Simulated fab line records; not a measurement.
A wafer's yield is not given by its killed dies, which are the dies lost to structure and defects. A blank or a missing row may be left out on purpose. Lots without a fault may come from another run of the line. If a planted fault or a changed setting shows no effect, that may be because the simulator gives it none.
fab line records ; flow sky130
record lots=13; wafers=38; last_day=50
route steps=708 shown SONOS_ONO@171 POLY_GATE@230 LDD_N@244 LDD_P@264 PAD_OPEN@708
lots that met no fault: taken from a fault-free run of the same line
start_h: hours from the record's opening day to when the first of the lot's shown wafers began ; wait_h: how many hours have passed since the lot's step before this one ; " identical to the entry in the row above ; L1.1+2: one row covering several wafers at once ; - either no value or no given start ; * or withheld: withheld ; < > ~ a bound
route shown NAME@n: a module of which the file shows steps, and the number in the route of the first ; usual: average and standard deviation across the fault-free wafers ; same: alike in all rows ; chamber/n: place in a boat ; sites: each site's reading ; _std_site: the values' standard deviation ; _edge_site: inner sites' mean taken away from outer sites' mean ; radius_mm: for every site, how far away it sits from the centre of the wafer ; mask NAME#n: copy n ; behind: the most recent tool/chamber to have shaped the wafer ; hold: the reason the lot was held/the length of the hold in hours/how it ended ; device: which transistor (n, p or np) failed to switch ; end of line: the route-end tests of the same wafers ; step lacking rows: just its recipe ; killed: at the first sort, the dies lost to defects and structure; wafer yield is something else ; map: shows each die of a wafer: x if killed, . if not, _ if none is there
set.NAME: the setting that was run; set.NAME@STEP: the one run at that earlier step ; model.NAME: the simulator's own value behind a step, which no gauge read
one table for each step of the route and one row for each wafer, over a sample of lots
services: a tool's chamber out of use, with start hour (start_h, from the record's first day; less than 0 if before it), hours out, and reason
## steps
# step SKY_SONOS_ONO_THK_MEAS_03
# recipe reads=Si3N4_of_SONOS_ONO_CVD_02
# usual SONOS_ONO_CVD_02_THK=10.53/0.14
lot.wafer;tool;chamber;start_h;wait_h;SONOS_ONO_CVD_02_THK[nm]
L530.1;film_metro-03;-;247.56;0.0;10.56
L530.2;film_metro-03;-;247.56;0.0;10.62
L530.3;film_metro-03;-;247.56;0.0;10.61
L533.1;film_metro-04;-;273.17;0.0;10.70
L533.3;film_metro-04;-;273.17;0.0;10.59
L533.6;film_metro-04;-;273.17;0.0;10.67
L534.2;film_metro-04;-;280.70;0.0;10.63
L534.4;film_metro-04;-;280.70;0.0;10.77
L534.6;film_metro-04;-;280.70;0.0;10.70
L535.2;film_metro-03;-;286.70;0.0;10.52
L535.3;film_metro-03;-;286.70;0.0;10.50
L535.4;film_metro-03;-;286.70;0.0;10.53
L537.1;film_metro-04;-;311.23;0.0;10.27
L537.4;film_metro-04;-;311.23;0.0;10.53
L537.5;film_metro-04;-;311.23;0.0;10.52
L538.1;film_metro-03;-;313.48;0.0;10.37
L538.5;film_metro-03;-;313.48;0.0;10.28
L538.6;film_metro-03;-;313.48;0.0;10.37
L539.1;film_metro-04;-;320.83;0.0;10.69
L539.4;film_metro-04;-;320.83;0.0;10.73
L539.5;film_metro-04;-;320.83;0.0;10.62
L540.4;film_metro-03;-;335.50;0.0;10.48
L540.6;film_metro-03;-;335.50;0.0;10.65
L542.4;film_metro-04;-;358.84;0.0;10.41
L542.5;film_metro-04;-;358.84;0.0;10.50
L542.6;film_metro-04;-;358.84;0.0;10.43
L549.1;film_metro-03;-;412.89;0.0;10.62
L549.2;film_metro-03;-;412.89;0.0;10.59
L549.4;film_metro-03;-;412.89;0.0;10.68
L551.2;film_metro-04;-;422.10;0.0;10.32
L551.5;film_metro-04;-;422.10;0.0;10.36
L551.6;film_metro-04;-;422.10;0.0;10.20
L550.3;film_metro-04;-;426.42;0.1;10.66
L550.5;film_metro-04;-;426.42;0.1;10.48
L550.6;film_metro-04;-;426.42;0.1;10.60
L553.2;film_metro-04;-;437.56;0.0;10.27
L553.3;film_metro-04;-;437.56;0.0;10.55
L553.5;film_metro-04;-;437.56;0.0;10.53
# step SKY_POLY_GATE_ETCH_16
# recipe stop_on=poly-Si; chemistry=CH3F/O2; target=Si3N4; source_w=400; bias_w=80; pressure_mtorr=25; ch3f_flow_sccm=40; O2_flow_sccm=30; time_s=147.5; target_depth_a=750
# usual drypump_motor_current_A=5.6/0.36; oes_product_au=0.640/0.0049; throttle_valve_pct=10.535/0.0087
lot.wafer;tool;chamber;start_h;wait_h;drypump_motor_current_A;oes_product_au;rf_hours_counter_h;throttle_valve_pct
L530.1;rie_diel-03;0;360.52;0.0;5.8;0.639;15;10.537
L530.2;rie_diel-03;2;360.52;0.0;5.4;0.642;7;10.545
L530.3;rie_diel-03;1;360.52;0.0;5.6;0.641;11;10.532
L533.1;rie_diel-02;1;390.72;0.0;5.0;0.638;0;10.528
L533.3;rie_diel-02;3;390.72;0.0;5.5;0.635;1;10.553
L533.6;rie_diel-02;0;390.72;0.0;5.7;0.638;-;10.534
L534.2;rie_diel-02;1;399.38;0.0;4.9;0.640;0;10.543
L534.4;rie_diel-02;3;399.38;0.0;5.6;0.638;2;10.541
L534.6;rie_diel-02;1;399.38;0.0;4.9;0.643;-;10.537
L535.2;rie_diel-01;1;404.12;0.0;5.0;0.635;14;10.528
L535.3;rie_diel-01;2;404.12;0.0;5.8;0.643;99;10.546
L535.4;rie_diel-01;3;404.12;0.0;6.1;0.637;106;10.540
L537.1;rie_diel-03;1;434.47;0.0;5.6;0.639;13;10.544
L537.4;rie_diel-03;3;434.47;0.0;5.9;0.641;5;10.524
L537.5;rie_diel-03;1;434.47;0.0;5.6;0.639;-;10.548
L538.1;rie_diel-01;2;437.38;0.0;5.8;0.638;100;10.524
L538.5;rie_diel-01;1;437.38;0.0;5.0;0.634;-;10.547
L538.6;rie_diel-01;0;437.38;0.0;6.0;0.639;-;10.525
L539.1;rie_diel-02;2;446.92;0.0;5.7;0.650;6;10.547
L539.4;rie_diel-02;1;446.92;0.0;5.0;0.645;1;10.528
L539.5;rie_diel-02;0;446.92;0.0;5.7;0.634;-;10.544
L540.4;rie_diel-02;3;461.69;0.0;5.6;0.643;3;10.529
L540.6;rie_diel-02;2;461.69;0.0;5.7;0.634;-;10.526
L542.4;rie_diel-03;1;488.48;0.0;5.6;0.642;14;10.529
L542.5;rie_diel-03;2;488.48;0.0;5.4;0.641;-;10.535
L542.6;rie_diel-03;3;488.48;0.0;6.0;0.634;-;10.532
L549.1;rie_diel-01;1;543.34;0.0;5.0;0.640;16;10.537
L549.2;rie_diel-01;2;543.34;0.0;5.8;0.640;1;10.539
L549.4;rie_diel-01;2;543.34;0.0;5.8;0.645;-;10.554
L551.2;rie_diel-02;1;551.71;0.0;5.0;0.639;3;10.528
L551.5;rie_diel-02;1;551.71;0.0;5.0;0.636;-;10.528
L551.6;rie_diel-02;0;551.71;0.0;5.7;0.641;-;10.524
L550.3;rie_diel-02;3;556.69;0.0;5.6;0.637;5;10.523
L550.5;rie_diel-02;3;556.69;0.0;5.6;0.636;-;10.532
L550.6;rie_diel-02;0;556.69;0.0;5.7;0.637;-;10.529
L553.2;rie_diel-01;1;566.78;0.0;5.0;0.637;17;10.518
L553.3;rie_diel-01;0;566.78;0.0;6.0;0.647;4;10.547
L553.5;rie_diel-01;3;566.78;0.0;6.1;0.638;-;10.543
# step SKY_LDD_N_OVL_MEAS_07
# usual LDD_N_OVL=0.7/1.4
lot.wafer;tool;chamber;start_h;wait_h;LDD_N_OVL[nm]
L530.1;overlay-02;-;393.66;0.1;-0.4
L530.2;overlay-02;-;393.66;0.1;1.2
L530.3;overlay-02;-;393.66;0.1;2.2
L533.1;overlay-02;-;424.16;0.1;-0.5
L533.3;overlay-02;-;424.16;0.1;1.1
L533.6;overlay-02;-;424.16;0.1;-0.6
L534.2;overlay-01;-;431.88;0.1;-0.9
L534.4;overlay-01;-;431.88;0.1;0.5
L534.6;overlay-01;-;431.88;0.1;3.0
L535.2;overlay-02;-;435.41;0.1;0.7
L535.3;overlay-02;-;435.41;0.1;1.8
L535.4;overlay-02;-;435.41;0.1;0.6
L537.1;overlay-01;-;466.88;0.1;-1.8
L537.4;overlay-01;-;466.88;0.1;-0.8
L537.5;overlay-01;-;466.88;0.1;-1.2
L538.1;overlay-01;-;471.18;0.1;1.3
L538.5;overlay-01;-;471.18;0.1;2.3
L538.6;overlay-01;-;471.18;0.1;-0.8
L539.1;overlay-02;-;479.46;0.1;3.5
L539.4;overlay-02;-;479.46;0.1;1.7
L539.5;overlay-02;-;479.46;0.1;2.1
L540.4;overlay-01;-;494.08;0.1;1.2
L540.6;overlay-01;-;494.08;0.1;0.6
L542.4;overlay-02;-;520.82;0.1;4.0
L542.5;overlay-02;-;520.82;0.1;2.5
L542.6;overlay-02;-;520.82;0.1;3.4
L549.1;overlay-01;-;574.50;0.1;0.5
L549.2;overlay-01;-;574.50;0.1;-1.6
L549.4;overlay-01;-;574.50;0.1;-0.4
L551.2;overlay-01;-;581.13;0.1;0.2
L551.5;overlay-01;-;581.13;0.1;0.0
L551.6;overlay-01;-;581.13;0.1;0.0
L550.3;overlay-02;-;585.82;0.1;-0.1
L550.5;overlay-02;-;585.82;0.1;0.2
L550.6;overlay-02;-;585.82;0.1;0.9
L553.2;overlay-02;-;599.23;0.1;-0.1
L553.3;overlay-02;-;599.23;0.1;0.2
L553.5;overlay-02;-;599.23;0.1;1.7
# step SKY_LDD_P_IMPLANT_09
# recipe species=BF2; energy_kev=25; dose_cm2=1e+13; tilt_deg=withheld
lot.wafer;tool;chamber;start_h;wait_h
L530.1+2+3;implanter-01;0;424.61;0.0
L533.1+3+6;implanter-03;0;456.48;0.0
L534.2+4+6;implanter-03;0;463.82;0.0
L535.2+3+4;implanter-03;0;467.47;0.0
L537.1+4+5;implanter-03;0;499.16;0.0
L538.1+5+6;implanter-04;0;503.36;0.0
L539.1+4+5;implanter-04;0;511.38;0.0
L540.4+6;implanter-04;0;525.34;0.1
L542.4+5+6;implanter-04;0;552.61;0.1
L549.1+2+4;implanter-04;0;605.41;0.0
L551.2+5+6;implanter-03;0;612.24;0.0
L550.3+5+6;implanter-04;0;617.03;0.1
L553.2+3+5;implanter-03;0;628.67;0.0
# step SKY_LDD_P_TW_MEAS_11
# usual LDD_P_TW=635/9.5
lot.wafer;tool;chamber;start_h;wait_h;hold;LDD_P_TW
L530.1;film_metro-01;-;424.86;0.1;-;647
L530.2;film_metro-01;-;424.86;0.1;-;645
L530.3;film_metro-01;-;424.86;0.1;-;648
L533.1;film_metro-03;-;456.73;0.1;-;619
L533.3;film_metro-03;-;456.73;0.1;-;619
L533.6;film_metro-03;-;456.73;0.1;-;620
L534.2;film_metro-01;-;464.05;0.1;-;641
L534.4;film_metro-01;-;464.05;0.1;-;645
L534.6;film_metro-01;-;464.05;0.1;-;643
L535.2;film_metro-02;-;467.70;0.1;-;632
L535.3;film_metro-02;-;467.70;0.1;-;631
L535.4;film_metro-02;-;467.70;0.1;-;631
L537.1;film_metro-02;-;499.41;0.1;-;634
L537.4;film_metro-02;-;499.41;0.1;-;631
L537.5;film_metro-02;-;499.41;0.1;-;628
L538.1;film_metro-03;-;503.61;0.1;-;624
L538.5;film_metro-03;-;503.61;0.1;-;622
L538.6;film_metro-03;-;503.61;0.1;-;623
L539.1;film_metro-01;-;511.63;0.1;-;642
L539.4;film_metro-01;-;511.63;0.1;-;642
L539.5;film_metro-01;-;511.63;0.1;-;644
L540.4;film_metro-02;-;525.54;0.1;await_dispo/0.2h/release;626
L540.6;film_metro-02;-;525.54;0.1;await_dispo/0.2h/release;575
L540.4;film_metro-02;-;525.77;0.2;-;631
L540.6;film_metro-02;-;525.77;0.2;-;579
L542.4;film_metro-03;-;552.81;0.1;await_dispo/0.2h/release;623
L542.5;film_metro-03;-;552.81;0.1;await_dispo/0.2h/release;619
L542.6;film_metro-03;-;552.81;0.1;await_dispo/0.2h/release;570
L542.4;film_metro-03;-;553.04;0.2;-;619
L542.5;film_metro-03;-;553.04;0.2;-;620
L542.6;film_metro-03;-;553.04;0.2;-;565
L549.1;film_metro-02;-;605.66;0.1;-;630
L549.2;film_metro-02;-;605.66;0.1;-;631
L549.4;film_metro-02;-;605.66;0.1;-;632
L551.2;film_metro-03;-;612.47;0.1;-;626
L551.5;film_metro-03;-;612.47;0.1;-;625
L551.6;film_metro-03;-;612.47;0.1;-;628
L550.3;film_metro-01;-;617.25;0.1;-;641
L550.5;film_metro-01;-;617.25;0.1;-;639
L550.6;film_metro-01;-;617.25;0.1;-;646
L553.2;film_metro-01;-;628.90;0.1;-;646
L553.3;film_metro-01;-;628.90;0.1;-;642
L553.5;film_metro-01;-;628.90;0.1;-;645
# step SKY_PAD_OPEN_PROBE_99
# usual killed_at_M0_to_M3=43/7.2; killed_at_M4_up=3.3/1.8; killed_at_contacts=23/5.5; killed_at_front_end=16/5.1; killed_at_other=0.4/0.65; killed_dies=85/10; killed_on_rim=17/4.3; killed_open=46/7.1; killed_short=38/7.2
# same gross_dies=492; killed_at_back_side=0
lot.wafer;tool;chamber;start_h;wait_h;killed_at_M0_to_M3;killed_at_M4_up;killed_at_contacts;killed_at_front_end;killed_at_other;killed_dies;killed_on_rim;killed_open;killed_short
L530.1;prober-02;-;1068.58;0.1;41;1;27;19;0;88;21;48;40
L530.2;prober-02;-;1068.63;0.1;28;3;23;9;0;63;12;35;28
L530.3;prober-02;-;1068.68;0.2;39;2;19;20;0;80;12;43;37
L537.1;prober-02;-;1117.88;0.1;32;3;19;13;0;67;9;41;26
L537.4;prober-02;-;1118.03;0.2;41;1;11;19;0;72;13;44;28
L537.5;prober-02;-;1118.08;0.2;59;0;18;8;0;85;17;46;39
L539.4;prober-02;-;1123.13;0.2;31;7;22;26;1;87;14;50;34
L551.2;prober-01;-;1187.50;0.1;34;3;21;14;0;72;16;38;34
L551.5;prober-01;-;1187.65;0.2;39;5;22;15;0;81;20;52;29
L551.6;prober-01;-;1187.70;0.2;49;2;17;14;0;82;15;39;41
# killed by level:class
L530.1 CONTACT:geometric_particle:open=15 METAL2:geometric_particle:short=8 LI_CONTACT:geometric_particle:open=7 FIELD_ISO:geometric_particle:short=5 POLY_GATE:geometric_particle:short=5 VIA1:geometric_particle:open=5 VIA2:geometric_particle:open=5 VIA3:geometric_particle:open=5
L530.2 CONTACT:geometric_particle:open=9 VIA3:geometric_particle:open=8 CONTACT:geometric_particle:short=5 LI_CONTACT:geometric_particle:short=4 VIA1:geometric_particle:open=4 POLY_GATE:geometric_particle:open=3 LOCAL_INTERCONNECT:geometric_particle:short=3 METAL1:geometric_particle:short=3
L530.3 VIA1:geometric_particle:open=11 FIELD_ISO:geometric_particle:open=8 CONTACT:geometric_particle:short=8 VIA2:geometric_particle:open=8 FIELD_ISO:geometric_particle:short=6 VIA3:geometric_particle:open=6 LI_CONTACT:geometric_particle:open=4 VIA2:geometric_particle:short=4
L537.1 VIA1:geometric_particle:open=10 CONTACT:geometric_particle:open=8 VIA3:geometric_particle:open=6 VIA1:geometric_particle:short=5 LI_CONTACT:geometric_particle:open=4 VIA2:geometric_particle:open=4 FIELD_ISO:geometric_particle:open=3 CONTACT:geometric_particle:short=3
L537.4 VIA1:geometric_particle:open=9 METAL1:geometric_particle:short=7 VIA3:geometric_particle:open=7 FIELD_ISO:geometric_particle:short=6 FIELD_ISO:geometric_particle:open=5 VIA2:geometric_particle:open=5 POLY_GATE:geometric_particle:open=4 METAL3:geometric_particle:open=3
L537.5 VIA1:geometric_particle:open=12 VIA2:geometric_particle:open=11 METAL2:geometric_particle:short=8 VIA1:geometric_particle:short=8 VIA3:geometric_particle:open=8 CONTACT:geometric_particle:open=7 FIELD_ISO:geometric_particle:open=3 LI_CONTACT:geometric_particle:short=3
L539.4 CONTACT:geometric_particle:open=11 FIELD_ISO:geometric_particle:short=9 VIA3:geometric_particle:open=9 LI_CONTACT:geometric_particle:open=7 VIA1:geometric_particle:open=6 FIELD_ISO:geometric_particle:open=5 METAL2:geometric_particle:short=5 VIA2:geometric_particle:short=4
L551.2 VIA1:geometric_particle:open=10 POLY_GATE:geometric_particle:short=7 LI_CONTACT:geometric_particle:open=7 CONTACT:geometric_particle:open=6 VIA1:geometric_particle:short=5 LOCAL_INTERCONNECT:geometric_particle:short=4 CONTACT:geometric_particle:short=4 VIA2:geometric_particle:short=4
L551.5 VIA1:geometric_particle:open=14 METAL2:geometric_particle:short=7 POLY_GATE:geometric_particle:open=6 CONTACT:geometric_particle:open=6 VIA3:geometric_particle:open=6 LI_CONTACT:geometric_particle:open=5 CONTACT:geometric_particle:short=4 FIELD_ISO:geometric_particle:open=3
L551.6 VIA1:geometric_particle:open=13 METAL1:geometric_particle:short=8 VIA1:geometric_particle:short=6 VIA3:geometric_particle:open=6 VIA2:geometric_particle:open=5 CONTACT:geometric_particle:open=5 FIELD_ISO:geometric_particle:short=4 LI_CONTACT:geometric_particle:open=4
## services
tool;chamber;start_h;hours;kind
rie_diel-01;3;337.41;1.8;repair
rie_diel-02;3;343.83;13.0;repair
rie_diel-02;3;371.19;2.0;repair
rie_diel-01;3;378.15;5.2;repair
implanter-03;-;396.57;4.8;repair
rie_diel-02;-;404.42;1.4;repair
rie_diel-02;2;429.92;5.2;repair
rie_diel-01;2;430.80;4.1;repair
rie_diel-01;-;433.70;3.4;repair
rie_diel-03;0;444.98;1.3;repair
rie_diel-01;-;448.94;17.9;repair
rie_diel-01;2;449.12;7.8;repair
implanter-03;-;453.07;2.7;repair
implanter-03;-;458.64;1.1;repair
rie_diel-03;-;478.61;2.0;repair
implanter-04;-;487.46;12.6;pm
rie_diel-02;1;488.44;10.0;repair
rie_diel-03;-;490.21;1.1;repair
rie_diel-01;-;522.08;0.5;repair
rie_diel-01;0;539.95;9.0;repair
rie_diel-02;-;558.54;14.6;pm
rie_diel-01;3;576.54;7.7;repair
rie_diel-02;-;578.68;0.2;repair
rie_diel-02;2;608.50;15.4;repair
## key
first_sign step=SKY_LDD_P_TW_MEAS_11; reading=visit; direction=added
effect step=SKY_LDD_P_TW_MEAS_11; reading=LDD_P_TW; direction=down; sigmas=6.7; usual=635; struck=572
met_at SKY_LDD_P_IMPLANT_09
struck_lots L540,L542
struck_wafers L540.6,L542.6
tester_left_out L540,L542
not_acting_at SKY_SONOS_ONO_THK_MEAS_03,SKY_POLY_GATE_ETCH_16,SKY_LDD_N_OVL_MEAS_07
onset_between 511.38 525.34
fault kind=process_parameter_drift; tool=implanter-04; chamber=-; onset_h=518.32; steps=SKY_LDD_P_IMPLANT_09; channel=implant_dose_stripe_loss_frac; offset=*; shape=step; end_h=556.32; scope=struck_wafers_only
# tester_left_out: of these lots the tester's yield and bins aren't shown, on N5 and GAA mostly nor the transistor test; their killed dies are dies lost to structure and defects alone, not to doping, threshold or leakage, so they don't give the yield
